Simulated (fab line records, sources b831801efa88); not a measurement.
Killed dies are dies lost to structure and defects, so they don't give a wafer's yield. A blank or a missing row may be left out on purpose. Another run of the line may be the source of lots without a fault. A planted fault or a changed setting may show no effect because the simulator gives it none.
fab line records -- flow sky130
record: lots: 11, wafers: 32, last-day: 49
route steps=708 shown VIA1@458 METAL2@488 VIA2@521
lots with no fault: from the same line, run without faults
start-h: the number of hours between the record's first day and the start of the first shown wafer of the lot -- wait-h: hours from the lot's prior step to this one -- " unchanged from the row above -- L1.1+2: a row that stands for several wafers -- - no value, or no start given -- * or withheld: withheld -- < > ~ a bound
route shown NAME@n: NAME is a module with steps in the file, n the number in the route of the first one -- usual: mean and standard deviation over wafers with no fault -- same: alike in all rows -- chamber/n: place in a boat -- sites: each site's reading -- _std_site: the values' standard deviation -- _edge_site: outer sites' mean less inner sites' -- radius-mm: for every site, how far away it sits from the centre of the wafer -- mask NAME#n: copy n -- behind: tool/chamber where the wafer was last shaped -- hold: the reason the lot was held/the length of the hold in hours/how it ended -- device: names the non-switching transistor (n, p or np) -- end of line: tests of these same wafers at the route's end -- step lacking rows: just its recipe -- killed: dies lost to structure and defects at the first sort, not the wafer's yield -- map: a wafer's dies, marking killed ones x, the rest . and places with no die _
set.NAME: setting as actually run; set.NAME@STEP: the setting as run at that earlier step -- model.NAME: the simulator's own value behind a step, which no gauge read
route steps across a sampled set of lots; one table per step, one row per wafer
services: from which hour (start-h, from the record's first day; less than 0 if before it) a tool's chamber was out of use, for how many hours, and why
== steps ==
step: SKY_VIA1_HDPCVD_00
recipe: material: SiO2, target-thk-nm: 1030, sigma-open-frac: 0.3, time-s: 171.7, temp-c: 400, sih4-flow-sccm: 60, pressure-mtorr: 6
usual: run-length-s: 199.54/0.29, susceptor-temp-C: 399.99/0.23
lot.wafer,tool,chamber,start-h,wait-h,run-length-s,susceptor-temp-C
L737.1,hdpcvd-01,2,764.95,0.0,199.45,399.79
L737.4,hdpcvd-01,1,764.95,0.0,199.28,399.81
L737.5,hdpcvd-01,0,764.95,0.0,199.59,399.79
L739.3,hdpcvd-01,2,784.29,0.0,199.49,399.94
L739.4,hdpcvd-01,1,784.29,0.0,199.25,400.46
L739.6,hdpcvd-01,2,784.29,0.0,199.59,399.80
L740.1,hdpcvd-01,2,787.87,0.0,199.68,400.20
L740.4,hdpcvd-01,2,787.87,0.0,199.85,400.08
L740.6,hdpcvd-01,1,787.87,0.0,199.66,399.92
L742.2,hdpcvd-02,2,800.22,0.0,199.48,399.74
L742.4,hdpcvd-02,2,800.22,0.0,199.45,399.83
L742.5,hdpcvd-02,2,800.22,0.0,199.49,399.79
L743.1,hdpcvd-02,1,815.32,0.0,199.51,399.93
L743.2,hdpcvd-02,2,815.32,0.0,199.76,399.97
L743.3,hdpcvd-02,0,815.32,0.0,199.38,399.96
L745.1,hdpcvd-02,2,826.79,0.0,199.63,400.13
L745.4,hdpcvd-02,1,826.79,0.0,199.79,400.17
L745.6,hdpcvd-02,2,826.79,0.0,199.50,400.26
L747.1,hdpcvd-02,2,842.05,0.0,199.52,399.91
L747.5,hdpcvd-02,0,842.05,0.0,199.29,400.16
L747.6,hdpcvd-02,2,842.05,0.0,199.42,400.54
L748.2,hdpcvd-02,2,846.73,0.0,199.29,400.40
L748.4,hdpcvd-02,1,846.73,0.0,199.41,399.95
L748.5,hdpcvd-02,2,846.73,0.0,199.59,400.17
L750.2,hdpcvd-01,1,873.82,0.0,199.92,399.93
L750.5,hdpcvd-01,1,873.82,0.0,199.49,400.26
L750.6,hdpcvd-01,0,873.82,0.0,199.84,399.94
L751.1,hdpcvd-01,1,881.38,0.0,199.74,399.73
L751.3,hdpcvd-01,2,881.38,0.0,199.48,399.83
L751.4,hdpcvd-01,2,881.38,0.0,199.83,399.85
L755.3,hdpcvd-02,0,906.97,0.0,176.44,-
L755.5,hdpcvd-02,0,906.97,0.0,176.67,-
step: SKY_VIA1_THK_MEAS_01
recipe: reads: SiO2_of_VIA1_HDPCVD_00
usual: VIA1_HDPCVD_THK: 1034/8.9
lot.wafer,tool,chamber,start-h,wait-h,VIA1_HDPCVD_THK[nm]
L737.1,film-metro-03,-,765.06,0.1,1039
L737.4,film-metro-03,-,765.06,0.1,1038
L737.5,film-metro-03,-,765.06,0.1,1040
L739.3,film-metro-04,-,784.42,0.1,1027
L739.4,film-metro-04,-,784.42,0.1,1018
L739.6,film-metro-04,-,784.42,0.1,1020
L740.1,film-metro-04,-,787.98,0.1,1032
L740.4,film-metro-04,-,787.98,0.1,1032
L740.6,film-metro-04,-,787.98,0.1,1029
L742.2,film-metro-02,-,800.40,0.1,1014
L742.4,film-metro-02,-,800.40,0.1,1025
L742.5,film-metro-02,-,800.40,0.1,1034
L743.1,film-metro-02,-,815.43,0.1,1037
L743.2,film-metro-02,-,815.43,0.1,1033
L743.3,film-metro-02,-,815.43,0.1,1032
L745.1,film-metro-02,-,826.91,0.1,1025
L745.4,film-metro-02,-,826.91,0.1,1027
L745.6,film-metro-02,-,826.91,0.1,1020
L747.1,film-metro-02,-,842.17,0.1,1042
L747.5,film-metro-02,-,842.17,0.1,1034
L747.6,film-metro-02,-,842.17,0.1,1055
L748.2,film-metro-04,-,846.85,0.1,1027
L748.4,film-metro-04,-,846.85,0.1,1033
L748.5,film-metro-04,-,846.85,0.1,1023
L750.2,film-metro-02,-,873.94,0.1,1032
L750.5,film-metro-02,-,873.94,0.1,1023
L750.6,film-metro-02,-,873.94,0.1,1039
L751.1,film-metro-04,-,881.49,0.1,1040
L751.3,film-metro-04,-,881.49,0.1,1040
L751.4,film-metro-04,-,881.49,0.1,1038
L755.3,film-metro-04,-,907.10,0.1,904
L755.5,film-metro-04,-,907.10,0.1,889
step: SKY_METAL2_RS_MEAS_05
recipe: thk-meas-gauge: four-point-probe, reads: TiN_of_METAL2_SPUTTER_04+Ti_of_METAL2_SPUTTER_03+AlCu_of_METAL2_SPUTTER_02+TiN_of_METAL2_SPUTTER_01+Ti_of_METAL2_SPUTTER_00
usual: METAL2_ALCU_RS: 0.1268/0.0017
lot.wafer,tool,chamber,start-h,wait-h,METAL2_ALCU_RS[ohm/sq]
L737.1,film-metro-03,-,793.55,0.0,0.1260
L737.4,film-metro-03,-,793.55,0.0,0.1249
L737.5,film-metro-03,-,793.55,0.0,0.1252
L739.3,film-metro-04,-,812.40,0.1,0.1266
L739.4,film-metro-04,-,812.40,0.1,0.1264
L739.6,film-metro-04,-,812.40,0.1,0.1275
L740.1,film-metro-03,-,816.58,0.0,0.1281
L740.4,film-metro-03,-,816.58,0.0,0.1286
L740.6,film-metro-03,-,816.58,0.0,0.1273
L742.2,film-metro-03,-,828.43,0.0,0.1278
L742.4,film-metro-03,-,828.43,0.0,0.1290
L742.5,film-metro-03,-,828.43,0.0,0.1280
L743.1,film-metro-03,-,843.27,0.0,0.1253
L743.2,film-metro-03,-,843.27,0.0,0.1265
L743.3,film-metro-03,-,843.27,0.0,0.1267
L745.1,film-metro-03,-,855.15,0.0,0.1257
L745.4,film-metro-03,-,855.15,0.0,0.1261
L745.6,film-metro-03,-,855.15,0.0,0.1260
L747.1,film-metro-04,-,870.11,0.0,0.1279
L747.5,film-metro-04,-,870.11,0.0,0.1290
L747.6,film-metro-04,-,870.11,0.0,0.1302
L748.2,film-metro-01,-,875.34,0.1,0.1294
L748.4,film-metro-01,-,875.34,0.1,0.1289
L748.5,film-metro-01,-,875.34,0.1,0.1287
L750.2,film-metro-01,-,901.77,0.0,0.1256
L750.5,film-metro-01,-,901.77,0.0,0.1254
L750.6,film-metro-01,-,901.77,0.0,0.1265
L751.1,film-metro-01,-,909.42,0.0,0.1242
L751.3,film-metro-01,-,909.42,0.0,0.1240
L751.4,film-metro-01,-,909.42,0.0,0.1245
L755.3,film-metro-04,-,933.55,0.1,0.1268
L755.5,film-metro-04,-,933.55,0.1,0.1277
step: SKY_VIA2_ETCH_14
recipe: chemistry: N2/H2, target: BARC, ion-energy-ev: 200, source-w: 500, bias-w: 100, pressure-mtorr: 30, n2-flow-sccm: 100, h2-flow-sccm: 200, stop-on: SiO2, time-s: 45.9, target-depth-a: 600
usual: drypump-motor-current-A: 5.6/0.59, h2-flow-sccm: 200.0/0.54, oes-product-au: 0.854/0.0048, throttle-valve-pct: 13.224/0.0097
lot.wafer,tool,chamber,start-h,wait-h,drypump-motor-current-A,h2-flow-sccm,oes-product-au,rf-hours-counter-h,throttle-valve-pct
L737.1,rie-diel-01,3,848.14,0.0,5.8,199.6,0.863,9,13.209
L737.4,rie-diel-01,0,848.14,0.0,4.9,199.5,0.850,22,13.213
L737.5,rie-diel-01,1,848.14,0.0,6.4,199.5,0.851,-,13.214
L739.3,rie-diel-03,3,865.64,0.0,4.8,200.0,0.844,19,13.216
L739.4,rie-diel-03,2,865.64,0.0,5.7,199.7,0.846,4,13.211
L739.6,rie-diel-03,3,865.64,0.0,4.8,200.7,0.853,-,13.235
L740.1,rie-diel-03,2,870.29,0.0,5.7,200.4,0.848,4,13.225
L740.4,rie-diel-03,1,870.29,0.0,5.8,199.6,0.856,13,13.218
L740.6,rie-diel-03,0,870.29,0.0,6.1,200.6,0.851,-,13.217
L742.2,rie-diel-04,3,881.79,0.0,5.8,200.7,0.852,8,13.204
L742.4,rie-diel-04,2,881.79,0.0,5.6,200.6,0.857,12,13.226
L742.5,rie-diel-04,1,881.79,0.0,6.2,198.9,0.856,-,13.234
L743.1,rie-diel-01,0,896.80,0.0,4.9,199.5,0.859,24,13.219
L743.2,rie-diel-01,2,896.80,0.0,4.8,199.8,0.849,24,13.214
L743.3,rie-diel-01,1,896.80,0.0,6.4,200.2,0.847,28,13.226
L745.1,rie-diel-04,0,908.69,0.0,6.5,199.8,0.854,14,13.220
L745.4,rie-diel-04,0,908.69,0.0,6.5,200.4,0.851,-,13.223
L745.6,rie-diel-04,2,908.69,0.0,5.6,200.3,0.862,-,13.237
L747.1,rie-diel-03,2,921.75,0.0,5.7,200.7,0.853,6,13.231
L747.5,rie-diel-03,2,921.75,0.0,5.7,200.6,0.853,-,13.228
L747.6,rie-diel-03,0,921.75,0.0,6.1,200.5,0.856,-,13.229
L748.2,rie-diel-01,3,927.25,0.0,5.8,200.1,0.846,12,13.210
L748.4,rie-diel-01,1,927.25,0.0,6.4,200.4,0.847,29,13.225
L748.5,rie-diel-01,0,927.25,0.0,4.9,200.2,0.855,-,13.224
L750.2,rie-diel-03,2,953.74,0.0,5.7,201.0,0.861,7,13.227
L750.5,rie-diel-03,0,953.74,0.0,6.0,199.7,0.852,-,13.227
L750.6,rie-diel-03,1,953.74,0.0,5.8,200.8,0.850,-,13.241
L751.1,rie-diel-03,1,960.04,0.0,5.8,200.5,0.853,15,13.225
L751.3,rie-diel-03,3,960.04,0.0,4.8,200.0,0.861,21,13.221
L751.4,rie-diel-03,0,960.04,0.0,6.1,199.8,0.855,13,13.227
L755.3,rie-diel-04,0,983.95,0.0,6.5,199.6,0.854,16,13.210
L755.5,rie-diel-04,2,983.95,0.0,5.6,199.6,0.854,-,13.239
step: SKY_VIA2_CVD_21
recipe: material: W, target-thk-nm: 420, time-s: 126.4, temp-c: 400, pressure-torr: 40
usual: heater-power-w: 819/52, susceptor-temp-C: 400.05/0.22
lot.wafer,tool,chamber,start-h,wait-h,heater-power-w,susceptor-temp-C
L737.1,cvd-w-02,0,848.90,0.0,791,400.19
L737.4,cvd-w-02,1,848.90,0.0,785,399.96
L737.5,cvd-w-02,1,848.90,0.0,791,399.39
L739.3,cvd-w-02,1,866.45,0.1,768,399.88
L739.4,cvd-w-02,0,866.45,0.1,788,399.94
L739.6,cvd-w-02,1,866.45,0.1,776,400.53
L740.1,cvd-w-01,1,871.08,0.0,956,399.89
L740.4,cvd-w-01,1,871.08,0.0,937,399.74
L740.6,cvd-w-01,1,871.08,0.0,953,399.96
L742.2,cvd-w-02,1,882.56,0.0,785,400.14
L742.4,cvd-w-02,1,882.56,0.0,761,399.96
L742.5,cvd-w-02,1,882.56,0.0,797,400.48
L743.1,cvd-w-02,1,897.55,0.0,773,400.18
L743.2,cvd-w-02,0,897.55,0.0,798,400.38
L743.3,cvd-w-02,0,897.55,0.0,813,400.70
L745.1,cvd-w-02,1,909.46,0.0,783,400.01
L745.4,cvd-w-02,1,909.46,0.0,756,399.83
L745.6,cvd-w-02,1,909.46,0.0,775,399.93
L747.1,cvd-w-02,1,922.54,0.0,801,399.87
L747.5,cvd-w-02,1,922.54,0.0,788,400.10
L747.6,cvd-w-02,0,922.54,0.0,754,400.06
L748.2,cvd-w-02,0,928.05,0.0,784,399.97
L748.4,cvd-w-02,0,928.05,0.0,796,399.96
L748.5,cvd-w-02,1,928.05,0.0,776,400.33
L750.2,cvd-w-02,0,954.54,0.0,760,400.21
L750.5,cvd-w-02,1,954.54,0.0,797,400.16
L750.6,cvd-w-02,0,954.54,0.0,778,400.36
L751.1,cvd-w-02,0,960.80,0.0,789,400.06
L751.3,cvd-w-02,1,960.80,0.0,791,399.94
L751.4,cvd-w-02,0,960.80,0.0,788,399.79
L755.3,cvd-w-01,0,984.99,0.1,808,399.99
L755.5,cvd-w-01,0,984.99,0.1,801,400.12
== services ==
tool,chamber,start-h,hours,kind
cvd-w-02,1,744.59,2.4,repair
rie-diel-04,0,765.33,3.4,repair
rie-diel-04,-,777.10,0.4,repair
hdpcvd-02,0,787.72,21.1,repair
cvd-w-02,-,808.55,2.8,pm
rie-diel-03,1,814.68,3.0,repair
rie-diel-01,3,820.67,13.5,repair
rie-diel-03,3,828.33,6.8,repair
hdpcvd-01,-,828.69,2.8,pm
rie-diel-04,-,832.40,0.5,repair
hdpcvd-02,1,849.22,19.8,repair
rie-diel-03,1,849.83,11.1,repair
hdpcvd-01,-,855.02,2.8,repair
hdpcvd-02,-,881.68,1.6,repair
rie-diel-03,-,899.05,14.6,pm
rie-diel-01,2,906.71,1.4,repair
hdpcvd-01,-,908.22,1.1,repair
rie-diel-03,3,917.58,10.7,repair
rie-diel-03,1,923.96,3.2,repair
rie-diel-03,-,925.28,1.8,repair
cvd-w-02,1,941.65,9.9,repair
hdpcvd-02,2,946.29,24.0,repair
hdpcvd-02,-,950.49,15.0,pm
cvd-w-02,1,973.29,2.9,repair
== key ==
first-sign: step: SKY_VIA1_HDPCVD_00, reading: run-length-s, direction: down, sigmas: 80, usual: *, struck: *
effect: step: SKY_VIA1_THK_MEAS_01, reading: VIA1_HDPCVD_THK, direction: down, sigmas: 15, usual: 1034, struck: 897
met-at SKY_VIA1_HDPCVD_00
struck-lots L755
struck-wafers L755.3,L755.5
not-acting-at SKY_METAL2_RS_MEAS_05,SKY_VIA2_ETCH_14,SKY_VIA2_CVD_21
onset-between 846.73 906.97
fault: kind: process-parameter-drift, tool: hdpcvd-02, chamber: -, onset-h: 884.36, steps: SKY_VIA1_HDPCVD_00, channel: time-s, offset: *, shape: step, end-h: 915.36, scope: struck-wafers-only, acts-in: *, stated: *
